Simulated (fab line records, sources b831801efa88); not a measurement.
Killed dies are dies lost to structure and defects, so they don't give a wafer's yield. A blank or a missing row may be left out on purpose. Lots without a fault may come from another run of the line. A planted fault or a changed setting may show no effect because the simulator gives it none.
Which tool did it? | flow gf180mcu | 12 lots, 36 wafers sampled, at 6 steps of a route of 602

WHAT THE GAUGES READ, wafer by wafer
GF_VT_IMPLANT_OVL_MEAS_40.
lot  | measured     | on         | VT_IMPLANT_03_OVL (nm)
L377 | day 7 03:50  | overlay-01 | -0.2 -0.6 -0.7
L378 | day 8 03:26  | overlay-01 | -1.3 -0.9 -2.3
L379 | day 8 14:38  | overlay-01 | -0.6 1.0 0.0
L386 | day 10 02:29 | overlay-02 | 2.9 - 2.7
L389 | day 11 00:06 | overlay-01 | 0.6 - 0.7
L390 | day 11 04:56 | overlay-01 | -1.8 -3.0 -0.4
L392 | day 11 21:35 | overlay-02 | 3.1 1.6 1.2
L393 | day 12 01:34 | overlay-02 | -0.4 0.6 0.7
L394 | day 12 08:17 | overlay-01 | 1.0 0.6 1.4
L395 | day 12 15:29 | overlay-02 | 1.1 1.8 0.8
L397 | day 13 03:55 | overlay-01 | 3.9 1.8 2.6
L400 | day 14 01:53 | overlay-01 | 0.9 0.2 0.0

GF_VT_IMPLANT_TW_MEAS_43.
lot  | measured     | on            | VT_IMPLANT_4_TW
L377 | day 7 04:07  | film_metro-01 | 681 675 680
L378 | day 8 03:43  | film_metro-03 | 698 702 697
L379 | day 8 14:55  | film_metro-02 | 700 696 694
L386 | day 10 02:46 | film_metro-02 | 694 30 693
L389 | day 11 00:24 | film_metro-03 | 700 30 699
L390 | day 11 05:13 | film_metro-01 | 681 677 679
L392 | day 11 21:52 | film_metro-01 | 677 680 682
L393 | day 12 01:52 | film_metro-02 | 699 699 703
L394 | day 12 08:34 | film_metro-01 | 681 683 681
L395 | day 12 15:47 | film_metro-02 | 699 697 694
L397 | day 13 04:13 | film_metro-01 | 678 679 677
L400 | day 14 02:10 | film_metro-01 | 679 679 679

GF_HV_LDD_OVL_MEAS_47.
lot  | measured     | on         | HV_LDD_03_OVL (nm)
L377 | day 11 23:06 | overlay-02 | -2.2 -1.3 -1.6
L378 | day 13 00:04 | overlay-01 | -1.1 -1.2 -1.5
L379 | day 13 14:55 | overlay-02 | 0.9 2.1 -0.6
L386 | day 15 11:40 | overlay-02 | 0.5 1.5
L389 | day 16 16:43 | overlay-02 | 0.0 1.5
L390 | day 16 15:18 | overlay-01 | -2.3 -1.5 -3.4
L392 | day 17 19:50 | overlay-01 | -1.2 -1.4 -2.3
L393 | day 17 21:51 | overlay-01 | 1.0 1.8 -0.8
L394 | day 18 04:18 | overlay-02 | 0.6 0.1 0.4
L395 | day 18 17:49 | overlay-01 | -0.5 -0.8 -0.2
L397 | day 19 05:20 | overlay-02 | -2.3 -1.9 -2.9
L400 | day 20 02:30 | overlay-02 | -0.4 -0.4 0.4

WHICH TOOL RAN EACH LOT (tool, then ch and the chambers of the sampled wafers, then the start)
lot  | GF_STI_ETCH_14                  | GF_VT_IMPLANT_DEVELOP_39          | GF_HV_LDD_STRIP_22
L377 | rie_si-01 ch 0,2,3, day 2 00:32 | litho_track-03 ch 0, day 7 03:41  | plasma_asher-03 ch 0,1, day 10 09:20
L378 | rie_si-02 ch 0,1, day 2 07:50   | litho_track-01 ch 0, day 8 03:18  | plasma_asher-01 ch 0,1, day 11 09:20
L379 | rie_si-02 ch 0,1,2, day 2 13:20 | litho_track-03 ch 0, day 8 14:29  | plasma_asher-04 ch 0,1, day 11 23:35
L386 | rie_si-01 ch 0,1,3, day 3 23:59 | litho_track-03 ch 0, day 10 02:20 | plasma_asher-01 ch 0,1, day 13 16:14
L389 | rie_si-02 ch 0,1,3, day 4 14:38 | litho_track-03 ch 0, day 11 00:01 | plasma_asher-03 ch 1, day 14 20:25
L390 | rie_si-02 ch 0,1,3, day 4 21:38 | litho_track-01 ch 0, day 11 04:48 | plasma_asher-01 ch 0, day 14 19:44
L392 | rie_si-02 ch 0,1, day 5 07:35   | litho_track-02 ch 0, day 11 21:26 | plasma_asher-01 ch 0,1, day 15 21:02
L393 | rie_si-01 ch 2,3, day 5 11:44   | litho_track-02 ch 0, day 12 01:25 | plasma_asher-03 ch 0,1, day 15 22:14
L394 | rie_si-01 ch 1,2,3, day 5 16:38 | litho_track-01 ch 0, day 12 08:08 | plasma_asher-04 ch 0,1, day 16 04:32
L395 | rie_si-01 ch 0,1, day 5 21:41   | litho_track-02 ch 0, day 12 15:24 | plasma_asher-03 ch 0,1, day 16 18:13
L397 | rie_si-02 ch 0,1,2, day 6 08:35 | litho_track-02 ch 0, day 13 03:46 | plasma_asher-01 ch 0,1, day 17 04:20
L400 | rie_si-02 ch 0,1,3, day 7 00:35 | litho_track-01 ch 0, day 14 01:44 | plasma_asher-01 ch 0,1, day 18 00:53
- GF_STI_ETCH_14: etches Si in HBr/Cl2/O2, target depth 360 nm, time 102.9 s.
- GF_VT_IMPLANT_DEVELOP_39: develop time 60 s.
- GF_HV_LDD_STRIP_22: strips in O2/N2.

WHAT THE TOOLS THEMSELVES READ (means of the sampled wafers that have a number; where no wafer has one, the mark that the record gives instead)
GF_STI_ETCH_14.
lot  | tool      | chamber_pressure_mTorr (mTorr) | drypump_motor_current_A (A) | oes_product_au (a.u.) | throttle_valve_pct (%)
L377 | rie_si-01 | 14.995                         | 5.9                         | 1.009                 | 25.645
L378 | rie_si-02 | 14.990                         | 5.7                         | 1.009                 | 25.656
L379 | rie_si-02 | 14.983                         | 5.8                         | 1.013                 | 25.648
L386 | rie_si-01 | 15.009                         | 5.8                         | 1.002                 | 25.665
L389 | rie_si-02 | 14.999                         | 5.9                         | 1.003                 | 25.646
L390 | rie_si-02 | 14.992                         | 5.9                         | 1.001                 | 25.650
L392 | rie_si-02 | 14.996                         | 5.7                         | 0.998                 | 25.653
L393 | rie_si-01 | 15.012                         | 5.9                         | 0.995                 | 25.668
L394 | rie_si-01 | 15.004                         | 5.5                         | 0.999                 | 25.652
L395 | rie_si-01 | 15.003                         | 5.8                         | 0.993                 | 25.666
L397 | rie_si-02 | 15.016                         | 5.8                         | 0.996                 | 25.663
L400 | rie_si-02 | 14.985                         | 5.9                         | 0.998                 | 25.654

GF_HV_LDD_STRIP_22.
lot  | tool            | chamber_pressure_mTorr (mTorr) | drypump_motor_current_A (A) | heater_power_w (W) | oes_product_au (a.u.) | strip_time_to_endpoint_s (s)
L377 | plasma_asher-03 | 1500.6                         | 6.7                         | 326                | 0.714                 | 12.59
L378 | plasma_asher-01 | 1499.8                         | 6.2                         | 345                | 0.715                 | 12.63
L379 | plasma_asher-04 | 1501.6                         | 5.7                         | 357                | 0.717                 | 12.61
L386 | plasma_asher-01 | 1499.8                         | 6.2                         | 334                | 0.716                 | 12.61
L389 | plasma_asher-03 | 1499.8                         | 6.5                         | 346                | 0.720                 | 12.70
L390 | plasma_asher-01 | 1501.7                         | 6.3                         | 354                | 0.717                 | 12.63
L392 | plasma_asher-01 | 1501.1                         | 6.3                         | 341                | 0.711                 | 12.60
L393 | plasma_asher-03 | 1501.3                         | 6.6                         | 321                | 0.715                 | 12.71
L394 | plasma_asher-04 | 1499.3                         | 6.1                         | 379                | 0.716                 | 12.72
L395 | plasma_asher-03 | 1499.0                         | 6.7                         | 314                | 0.716                 | 12.67
L397 | plasma_asher-01 | 1500.8                         | 6.3                         | 342                | 0.714                 | 12.63
L400 | plasma_asher-01 | 1499.8                         | 6.3                         | 341                | 0.719                 | 12.62

THE ANSWER, worked out from the rows above alone
Rule: what is usual is taken from the lots themselves. Put in order of their means at a reading, lots are off if they are a third of the lots or fewer, leave a main group of 4 or more, and stand apart from it by a gap of 3 or more times the standard deviation of the main group's means; of several such gaps the widest counts. A main group whose means are all the same, to the digits that the tables above print for the reading, isn't used. A lot without any number at a reading at which 4 lots or more have one is off too. The other lots that the step has rows for count as sound. The gauges are gone through in route order, then the tools' own readings, and for those a lot's mean is taken as printed above. The first step at which some lot is off is used, and at that step the reading that is off furthest; a lot without a number counts as furthest.
Off: L386, L389, at GF_VT_IMPLANT_TW_MEAS_43 (VT_IMPLANT_4_TW). The main group: mean 687, standard deviation 9.3.
A tool fits if, at a process step before that reading, it ran every lot that is off, and no sound lot after the first of them. The gauges at GF_VT_IMPLANT_TW_MEAS_43 are tried like those tools. One fits: litho_track-03 at GF_VT_IMPLANT_DEVELOP_39. Its last sound lot is L379 (day 8 14:29), its first lot that is off L386 (day 10 02:20): a fault that began between those two fits.

WHAT THE SIMULATOR HAD PUT IN
Process parameter drift: litho_track-03, from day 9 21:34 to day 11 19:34, at GF_VT_IMPLANT_DEVELOP_39. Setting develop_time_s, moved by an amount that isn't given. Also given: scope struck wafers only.
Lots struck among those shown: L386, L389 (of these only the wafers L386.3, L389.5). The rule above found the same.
